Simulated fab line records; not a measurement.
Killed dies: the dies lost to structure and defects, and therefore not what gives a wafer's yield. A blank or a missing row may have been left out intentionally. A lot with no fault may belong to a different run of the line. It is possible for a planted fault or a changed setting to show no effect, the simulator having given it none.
Matching of chambers | flow sky130 | SKY_POLY_GATE_ETCH_17 on rieSi-02 has 4 sister chambers
The step etches poly-Si in HBr/Cl2, stops on SiO2, target depth 180 nm, time 70.5 s. 18 wafers are shown with their chamber, then 8 later ones without.

EACH WAFER AND ITS CHAMBER
wafer  | chamber | drypumpMotorCurrentA (A) | runLengthS (s) | throttleValvePct (%)
L313.2 | 3       | 6.19                     | 98.6           | 33.692
L313.5 | 0       | 6.22                     | 98.9           | 33.684
L313.6 | 3       | 6.22                     | 98.5           | 33.691
L314.2 | 0       | 6.18                     | 99.0           | 33.695
L314.3 | 3       | 6.21                     | 99.4           | 33.681
L314.4 | 2       | 5.61                     | 98.2           | 33.683
L316.2 | 1       | 5.75                     | 98.2           | 33.686
L316.6 | 0       | 6.18                     | 99.1           | 33.681
L317.3 | 0       | 6.18                     | 99.5           | 33.685
L318.4 | 2       | 5.62                     | 98.1           | 33.673
L318.5 | 1       | 5.76                     | 98.0           | 33.685
L327.1 | 0       | 6.19                     | 99.1           | 33.681
L327.2 | 1       | 5.74                     | 98.0           | 33.673
L327.5 | 2       | 5.63                     | 97.9           | 33.669
L329.2 | 0       | 6.18                     | 99.4           | 33.685
L329.5 | 1       | 5.69                     | 98.1           | 33.678
L329.6 | 0       | 6.21                     | 99.0           | 33.680
L331.3 | 3       | 6.20                     | 98.5           | 33.679

SIGNATURES, as means of the wafers listed above
reading              | chamber 0 | chamber 1 | chamber 2 | chamber 3 | scatter within a chamber
drypumpMotorCurrentA | 6.1914    | 5.7350    | 5.6200    | 6.2050    | 0.0194
runLengthS           | 99.143    | 98.075    | 98.067    | 98.750    | 0.259
throttleValvePct     | 33.68443  | 33.68050  | 33.67500  | 33.68575  | 0.00602
Rule: a wafer lies at a distance from a chamber equal to the root of the sum of squares, over the readings, of (its reading less the chamber's mean, divided by the reading's scatter). If the next closest chamber is less than 2 further off than the closest, the wafer can't be placed; otherwise it belongs to the closest. How the scatter is found: for the shown wafers, subtract from each reading the mean of its chamber, square and add these, divide the total by (wafers less chambers), then take the root.

WAFERS WITH NO CHAMBER GIVEN
wafer  | drypumpMotorCurrentA (A) | runLengthS (s) | throttleValvePct (%)
L331.4 | 5.75                     | 98.4           | 33.685
L331.6 | 6.17                     | 98.7           | 33.674
L333.2 | 6.20                     | 98.9           | 33.683
L333.4 | 6.20                     | 99.3           | 33.685
L333.6 | 6.22                     | 98.7           | 33.668
L335.1 | 5.62                     | 97.8           | 33.689
L335.2 | 6.20                     | 98.6           | 33.702
L335.6 | 6.18                     | 98.9           | 33.702

WHICH CHAMBER EACH ONE RAN IN
wafer  | from the rows above     | in truth
L331.4 | 1                       | 1
L331.6 | can't be placed: 3 or 0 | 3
L333.2 | can't be placed: 3 or 0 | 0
L333.4 | can't be placed: 0 or 3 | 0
L333.6 | can't be placed: 3 or 0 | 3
L335.1 | 2                       | 2
L335.2 | can't be placed: 3 or 0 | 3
L335.6 | can't be placed: 3 or 0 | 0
Placed correctly: 2 of 8. Unplaceable from these rows: 6, with the true chamber sitting among the candidates in 6. 0 placed wrongly.
